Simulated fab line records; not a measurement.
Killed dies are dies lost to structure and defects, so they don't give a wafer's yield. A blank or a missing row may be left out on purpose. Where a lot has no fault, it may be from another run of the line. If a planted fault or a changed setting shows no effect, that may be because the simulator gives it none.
A struck lot beside a sound one :: flow sky130 :: 18 out of 708 route steps
Sound: wafers L217.1, L217.2, L217.3. Wafers struck: L231.3, L231.5, L231.6. The cause comes at the end.
Per side, at each step with rows, come the tool, then ch with its chambers, and then its first start. Under that, the readings that differ: sound wafers :: struck wafers :: difference of the means :: sigmas: that difference in standard deviations of wafers without a fault.
alike: readings whose means differ by less than 2 such deviations, and words and numbers that are the same on both sides. not compared: withheld readings, readings that some wafer has no value for, bounds like >300 that may hide the same value, and numbers for which the record gives no deviation and whose values overlap.
A row with sigmas, a row that says differs or no value, or rows on one side alone: a step with any of these is where the two part. Numbers that have no deviation but don't overlap get no sigmas and don't part them. A reading that every wafer of one side lacks parts them only if that side has two wafers or more.

first, 2 steps without rows for these wafers: SKY_CONTACT_PEB_12; SKY_CONTACT_DEVELOP_13 (develop time 60 s).
SKY_CONTACT_CD_MEAS_14: target cd 170 nm.
  sound: cd sem-01 at day 33 23:30; struck: cd sem-02 at day 37 19:24
reading: cd nm (nm)
sound: 172.2 172.0 172.1
struck: 168.4 167.1 169.0
difference: -3.9
sigmas: -2
SKY_CONTACT_OVL_MEAS_15:
  sound: overlay-01 at day 33 23:37; struck: overlay-01 at day 37 19:29
  alike: CONTACT_OVL
SKY_CONTACT_ETCH_16: etches BARC in N2/H2, stops on SiO2, time 45.9 s, target depth 60 nm.
  sound on rie diel-01 ch 0,1,2, day 33 23:39; struck on rie diel-01 ch 0,2,3, day 37 19:31
  alike: drypump motor current A, h2 flow sccm, oes product au, throttle valve pct
  not compared: rf hours counter h
SKY_CONTACT_ETCH_17: etches SiO2 in C4F8/O2/Ar, stops on Si3N4, target depth 340 nm.
  sound on rie diel-01 ch 0,1,2, day 33 23:42; struck on rie diel-01 ch 0,2,3, day 37 19:34
  alike: oes product au
SKY_CONTACT_ETCH_18: etches Si3N4 in CHF3/O2, stops on TiN, time 39 s, target depth 75 nm.
  sound: rie diel-01 ch 0,1,2; struck: rie diel-01 ch 0,2,3
  alike: drypump motor current A, oes product au, throttle valve pct
  not compared: rf hours counter h
SKY_CONTACT_STRIP_19: strips in O2/N2.
  sound on plasma asher-01 ch 0,1, day 33 23:47; struck on plasma asher-02 ch 0,1, day 37 19:41
reading: drypump motor current A (A)
sound: 4.9 5.2 4.8
struck: 6.5 5.8 6.5
difference: +1.3
sigmas: +2
  alike: o2 flow sccm, oes product au, strip time to endpoint s
  not compared: rf hours counter h
then, 4 steps without rows for these wafers: SKY_CONTACT_STRIP_20 (strips in post etch residue remover, time 1200 s); SKY_CONTACT_CLEAN_21 (cleans in IPA, time 180 s); SKY_CONTACT_CLEAN_22 (cleans in O3/DIW); SKY_CONTACT_SPUTTER_23 (material TiN, target thk 20 nm, time 80 s).
SKY_CONTACT_CVD_24: deposits W, target thk 340 nm, time 102.12 s.
  sound on cvd w-01 ch 0,1, day 34 00:26; struck on cvd w-01 ch 0,1, day 37 20:20
reading: model.W_of_CONTACT_CVD_24.thk nm (nm)
sound: 338.2 347.7 347.2
struck: 260.7 257.5 265
difference: -83.3
sigmas: 
  alike: heater power w
SKY_CONTACT_RS_MEAS_25: the measuring method here is four-point-probe.
  sound: film metro-04 at day 34 00:33; struck: film metro-04 at day 37 20:27
reading: CONTACT_W_RS (ohm/sq)
sound: 0.340 0.330 0.330
struck: 0.441 0.448 0.435
difference: +0.108
sigmas: +18
SKY_CONTACT_THK_MEAS_26: measures by xrf.
  sound: film metro-04 at day 34 00:40; struck: film metro-04 at day 37 20:33
reading: CONTACT_W_THK (nm)
sound: 336 346 343
struck: 259 256 262
difference: -83
sigmas: -12
SKY_CONTACT_CMP_27: polishes, stops on SiO2, t overpolish 15 s, target thk 0 nm.
  sound on cmp-02 ch 0,2,3, day 34 00:44; struck on cmp-02 ch 1,2,3, day 37 20:41
reading: time to endpoint s (s)
sound: 80.3 83.6 82.8
struck: 63.3 61.4 65.9
difference: -18.7
sigmas: -6
  alike: motor current A
SKY_METAL1_SPUTTER_00: material Ti, target thk 15 nm, time 10 s.
  sound: pvd sputter-01 at day 34 01:02; struck: pvd sputter-03 at day 37 20:53
  alike: throttle valve pct
-- the record jumps here: 12 days lie between the struck wafers' starts before and after (it left off in module METAL1 and takes up again in module PAD_OPEN, whose first step shown is number 708 of the route) --
SKY_PAD_OPEN_PROBE_99:
  only the struck wafers here have rows in the record (prober-01, day 50 08:47); the sound ones have none

WHERE THEY PART
First at SKY_CONTACT_CD_MEAS_14; last, within this record, at SKY_PAD_OPEN_PROBE_99.

WHY: the cause the simulator had injected
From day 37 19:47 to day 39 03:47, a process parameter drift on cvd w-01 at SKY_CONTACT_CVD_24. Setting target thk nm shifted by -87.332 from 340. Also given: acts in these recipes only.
